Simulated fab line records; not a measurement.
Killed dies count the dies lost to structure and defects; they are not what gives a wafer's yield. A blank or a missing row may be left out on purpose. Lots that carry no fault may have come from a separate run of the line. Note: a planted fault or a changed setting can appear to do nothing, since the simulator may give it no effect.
Struck lot and sound lot, side by side -- flow gf180mcu -- 14 out of 602 route steps
Sound: wafers L127.2, L127.3, L127.5. Wafers L131.1, L131.3, L131.4 were the ones struck. The cause is named last.
Per side, at each step with rows, come the tool, then ch with its chambers, and then its first start. Under that, the readings that differ: sound wafers -- struck wafers -- difference of the means -- sigmas: that difference in standard deviations of wafers without a fault.
alike: a reading whose means differ by less than 2 such deviations, as well as words and numbers matching on both sides. not compared: withheld readings; readings where some wafer has no value; bounds like >300 that might hide an equal value; numbers whose values overlap and for which the record gives no deviation.
A row with sigmas, a row that says differs or no value, or rows on one side alone: a step with any of these is where the two part. When numbers do not overlap yet have no deviation, they are printed without sigmas and do not part them. A reading missing from all wafers of one side parts the sides only when that side holds two or more wafers.

GF_M4_SPUTTER_01: material TiN, target thk 30 nm, time 25 s.
  sound on pvdSputter-01, day 26 16:47; struck on pvdSputter-04, day 27 19:56
  alike: throttleValvePct
GF_M4_SPUTTER_02: material AlCu, target thk 450 nm, time 23.9 s.
  sound on pvdSputter-01, day 26 16:49; struck on pvdSputter-04, day 27 19:58
  alike: throttleValvePct
GF_M4_SPUTTER_03: material Ti, target thk 10 nm, time 6.7 s.
  sound on pvdSputter-01, day 26 16:51; struck on pvdSputter-04, day 27 20:00
  alike: throttleValvePct
GF_M4_SPUTTER_04: material TiN, target thk 50 nm, time 43.13 s.
  sound on pvdSputter-01, day 26 16:52; struck on pvdSputter-04, day 27 20:01
  alike: throttleValvePct
GF_M4_RS_MEAS_05: a four-point-probe measurement.
  sound on filmMetro-02, day 26 16:56; struck on filmMetro-04, day 27 20:04
  alike: M4_ALCU_RS
GF_M4_THK_MEAS_06: measures by xrf.
  sound on filmMetro-02, day 26 17:02; struck on filmMetro-04, day 27 20:11
  alike: M4_ALCU_THK
then, 6 steps without rows for these wafers: GF_M4_DEHYDRATE_07 (time 60 s); GF_M4_HMDS_08 (prime time 60 s); GF_M4_COAT_09 (resist thk 1000 nm); GF_M4_SOFTBAKE_10 (time 60 s); GF_M4_EXPOSE_11 (exposes mask Metal4, target cd 280 nm); GF_M4_PEB_12 (peb time 90 s).
GF_M4_DEVELOP_13: develop time 60 s.
  sound on lithoTrack-03 ch 0, day 27 12:46; struck on lithoTrack-03, day 28 15:47
  no value came back on the struck wafers for chillPlateTempC (C), developTimeS (s), resistLineTempC (C); on the sound wafers chillPlateTempC (C) reads 23.01 22.86 22.87
reading,sound,struck,difference,sigmas
model.KrF_of_M4_COAT_09.thkNm (nm),983.2 982.5 982.2,998.8 998.4 1000,+16.4,
GF_M4_CD_MEAS_14: target cd 280 nm.
  sound on cdSem-02, day 27 12:54; struck on cdSem-02, day 28 15:56
reading,sound,struck,difference,sigmas
cdNm (nm),278.8 279.7 278.9,- - -,no value on the struck wafers,

== WHERE THEY PART ==
Last at GF_M4_CD_MEAS_14 as far as this record goes, first at GF_M4_DEVELOP_13.

WHY: what the simulator had put in
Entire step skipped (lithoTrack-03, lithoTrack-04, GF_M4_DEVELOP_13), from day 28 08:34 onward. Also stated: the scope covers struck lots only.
